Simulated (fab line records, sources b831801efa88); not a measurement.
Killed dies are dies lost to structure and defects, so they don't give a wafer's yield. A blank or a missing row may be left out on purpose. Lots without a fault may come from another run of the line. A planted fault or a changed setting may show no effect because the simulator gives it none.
Which tool did it? | flow gf180mcu | 13 lots, 37 wafers sampled, at 4 steps of a route of 602

WHAT THE GAUGES READ, wafer by wafer
The record holds no reading of a measuring or inspecting step that can be judged against a usual standard deviation.

WHICH TOOL RAN EACH LOT (tool, then ch and the chambers of the sampled wafers, then the start)
lot  | GF_V4_ETCH_17                                 | GF_V4_STRIP_18                       | GF_MIM_SPUTTER_01            | GF_MIM_CVD_05
L122 | rie_diel-03 ch 0,1,2, day 24 23:01 or earlier | plasma_asher-03 ch 0,1, day 24 23:01 | pvd_sputter-01, day 25 00:21 | pecvd-01 ch 0,1,2, day 25 00:28
L124 | rie_diel-01 ch 0,1, day 25 15:22 or earlier   | plasma_asher-04 ch 0,1, day 25 15:22 | pvd_sputter-01, day 25 16:41 | pecvd-01 ch 0,1,2, day 25 16:49
L126 | rie_diel-01 ch 0,2,3, day 26 07:32 or earlier | plasma_asher-01 ch 0,1, day 26 07:32 | pvd_sputter-04, day 26 08:52 | pecvd-02 ch 0,1,2, day 26 08:59
L128 | rie_diel-02 ch 0,2,3, day 26 21:10 or earlier | plasma_asher-01 ch 0,1, day 26 21:10 | pvd_sputter-03, day 26 22:27 | pecvd-04 ch 1,2, day 26 22:34
L129 | rie_diel-03 ch 0,1, day 27 05:43 or earlier   | plasma_asher-04 ch 0,1, day 27 05:43 | pvd_sputter-03, day 27 07:02 | pecvd-04 ch 1,2, day 27 07:10
L130 | rie_diel-02 ch 0,1,2, day 27 07:59 or earlier | plasma_asher-03 ch 1, day 27 07:59   | pvd_sputter-01, day 27 09:25 | pecvd-01 ch 1,2, day 27 09:32
L131 | rie_diel-03 ch 0,3, day 27 23:55 or earlier   | plasma_asher-03 ch 0,1, day 27 23:55 | pvd_sputter-03, day 28 01:16 | pecvd-02 ch 0,2, day 28 01:23
L133 | rie_diel-02 ch 1,2, day 28 14:12 or earlier   | plasma_asher-03 ch 0,1, day 28 14:12 | pvd_sputter-03, day 28 15:31 | pecvd-04 ch 0,1,2, day 28 15:38
L138 | rie_diel-03 ch 2, day 29 23:40 or earlier     | plasma_asher-04 ch 0, day 29 23:40   | pvd_sputter-01, day 30 01:02 | pecvd-04 ch 2, day 30 01:09
L139 | rie_diel-03 ch 0,1,2, day 30 05:51 or earlier | plasma_asher-04 ch 0,1, day 30 05:51 | pvd_sputter-03, day 30 07:11 | pecvd-02 ch 0,1, day 30 07:18
L140 | rie_diel-03 ch 1,2,3, day 30 09:34 or earlier | plasma_asher-03 ch 0,1, day 30 09:34 | pvd_sputter-04, day 30 10:58 | pecvd-04 ch 0,1, day 30 11:05
L143 | rie_diel-03 ch 0,2,3, day 31 06:49 or earlier | plasma_asher-04 ch 0,1, day 31 06:49 | pvd_sputter-04, day 31 08:09 | pecvd-01 ch 0,1,2, day 31 08:16
L144 | rie_diel-03 ch 0,1, day 31 13:20 or earlier   | plasma_asher-04 ch 0,1, day 31 13:20 | pvd_sputter-04, day 31 14:51 | pecvd-02 ch 0,1,2, day 31 14:58
- GF_V4_ETCH_17: etches SiO2 in C4F8/O2/Ar, stops on TiN, target depth 630 nm.
- GF_V4_STRIP_18: strips in O2/N2.
- GF_MIM_SPUTTER_01: material TiN, target thk 30 nm, time 25 s.
- GF_MIM_CVD_05: deposits Si3N4, target thk 42 nm, time 29.086 s.

WHAT THE TOOLS THEMSELVES READ (means of the sampled wafers that have a number; where no wafer has one, the mark that the record gives instead)
GF_V4_ETCH_17.
lot  | tool        | oes_product_au (a.u.)
L122 | rie_diel-03 | 0.860
L124 | rie_diel-01 | 0.859
L126 | rie_diel-01 | 0.856
L128 | rie_diel-02 | 0.855
L129 | rie_diel-03 | 0.855
L130 | rie_diel-02 | 0.861
L131 | rie_diel-03 | 0.856
L133 | rie_diel-02 | 0.858
L138 | rie_diel-03 | 0.861
L139 | rie_diel-03 | 0.853
L140 | rie_diel-03 | 0.856
L143 | rie_diel-03 | 0.855
L144 | rie_diel-03 | 0.857

GF_V4_STRIP_18.
lot  | tool            | drypump_motor_current_A (A) | heater_power_w (W) | oes_product_au (a.u.)
L122 | plasma_asher-03 | 5.72                        | 316                | 0.590
L124 | plasma_asher-04 | 5.47                        | 340                | 0.594
L126 | plasma_asher-01 | 5.48                        | 323                | 0.587
L128 | plasma_asher-01 | 5.28                        | 336                | 0.593
L129 | plasma_asher-04 | 5.48                        | 341                | 0.595
L130 | plasma_asher-03 | 5.97                        | 307                | 0.594
L131 | plasma_asher-03 | 5.72                        | 314                | 0.593
L133 | plasma_asher-03 | 5.72                        | 317                | 0.596
L138 | plasma_asher-04 | 5.65                        | 329                | 0.596
L139 | plasma_asher-04 | 5.56                        | 344                | 0.590
L140 | plasma_asher-03 | 5.72                        | 314                | 0.589
L143 | plasma_asher-04 | 5.55                        | 338                | 0.595
L144 | plasma_asher-04 | 5.59                        | 335                | 0.592

GF_MIM_SPUTTER_01.
lot  | tool           | cathode_dc_power_W (W) | chamber_pressure_pa (Pa) | throttle_valve_pct (%)
L122 | pvd_sputter-01 | 6501.0                 | 0.3992                   | 30.1
L124 | pvd_sputter-01 | 6501.0                 | 0.3990                   | 29.7
L126 | pvd_sputter-04 | 6499.3                 | 0.4007                   | 30.4
L128 | pvd_sputter-03 | 6500.0                 | 0.4000                   | 30.0
L129 | pvd_sputter-03 | 6499.0                 | 0.3992                   | 29.7
L130 | pvd_sputter-01 | 6499.9                 | 0.4006                   | 30.1
L131 | pvd_sputter-03 | 6499.7                 | 0.4006                   | 30.0
L133 | pvd_sputter-03 | 6500.1                 | 0.3998                   | 30.0
L138 | pvd_sputter-01 | 7619.0                 | 0.3981                   | 28.9
L139 | pvd_sputter-03 | 6498.9                 | 0.4000                   | 29.9
L140 | pvd_sputter-04 | 6501.2                 | 0.4000                   | 29.9
L143 | pvd_sputter-04 | 6500.6                 | 0.3999                   | 30.3
L144 | pvd_sputter-04 | 6499.4                 | 0.4004                   | 29.7

GF_MIM_CVD_05.
lot  | tool     | heater_power_w (W) | susceptor_temp_C (C)
L122 | pecvd-01 | 659                | 385.06
L124 | pecvd-01 | 597                | 385.04
L126 | pecvd-02 | 682                | 385.14
L128 | pecvd-04 | 635                | 384.95
L129 | pecvd-04 | 684                | 385.14
L130 | pecvd-01 | 691                | 385.02
L131 | pecvd-02 | 639                | 384.66
L133 | pecvd-04 | 639                | 385.07
L138 | pecvd-04 | 665                | 385.08
L139 | pecvd-02 | 620                | 384.85
L140 | pecvd-04 | 581                | 384.98
L143 | pecvd-01 | 606                | 384.90
L144 | pecvd-02 | 630                | 385.13

THE ANSWER, worked out from the rows above alone
Rule: what is usual is taken from the lots themselves. Put in order of their means at a reading, lots are off if they are a third of the lots or fewer, leave a main group of 4 or more, and stand apart from it by a gap of 3 or more times the standard deviation of the main group's means; of several such gaps the widest counts. A main group whose means are all the same, to the digits that the tables above print for the reading, isn't used. A lot without any number at a reading at which 4 lots or more have one is off too. The other lots that the step has rows for count as sound. The gauges are gone through in route order, then the tools' own readings, and for those a lot's mean is taken as printed above. The first step at which some lot is off is used, and at that step the reading that is off furthest; a lot without a number counts as furthest.
Off: L138, at GF_MIM_SPUTTER_01 (cathode_dc_power_W). The main group: mean 6500.0 W, standard deviation 0.76.
A tool fits if, at that step or a process step before it, it ran every lot that is off, and no sound lot after the first of them. GF_V4_ETCH_17 gives no start for some lots, so the hours and the order of its lots are those of GF_V4_STRIP_18. One fits: pvd_sputter-01 at GF_MIM_SPUTTER_01. Its last sound lot is L130 (day 27 09:25), its first lot that is off L138 (day 30 01:02): a fault that began between those two fits.
The tool's own readings at GF_MIM_SPUTTER_01 bear it out: on the lots that are off they differ by more than 5 times the standard deviation of the sound lots' means. cathode_dc_power_W reads 7619.0 W there against 6500.0 W on the sound lots; throttle_valve_pct reads 28.9 % there against 30.0 % on the sound lots.

WHAT THE SIMULATOR HAD PUT IN
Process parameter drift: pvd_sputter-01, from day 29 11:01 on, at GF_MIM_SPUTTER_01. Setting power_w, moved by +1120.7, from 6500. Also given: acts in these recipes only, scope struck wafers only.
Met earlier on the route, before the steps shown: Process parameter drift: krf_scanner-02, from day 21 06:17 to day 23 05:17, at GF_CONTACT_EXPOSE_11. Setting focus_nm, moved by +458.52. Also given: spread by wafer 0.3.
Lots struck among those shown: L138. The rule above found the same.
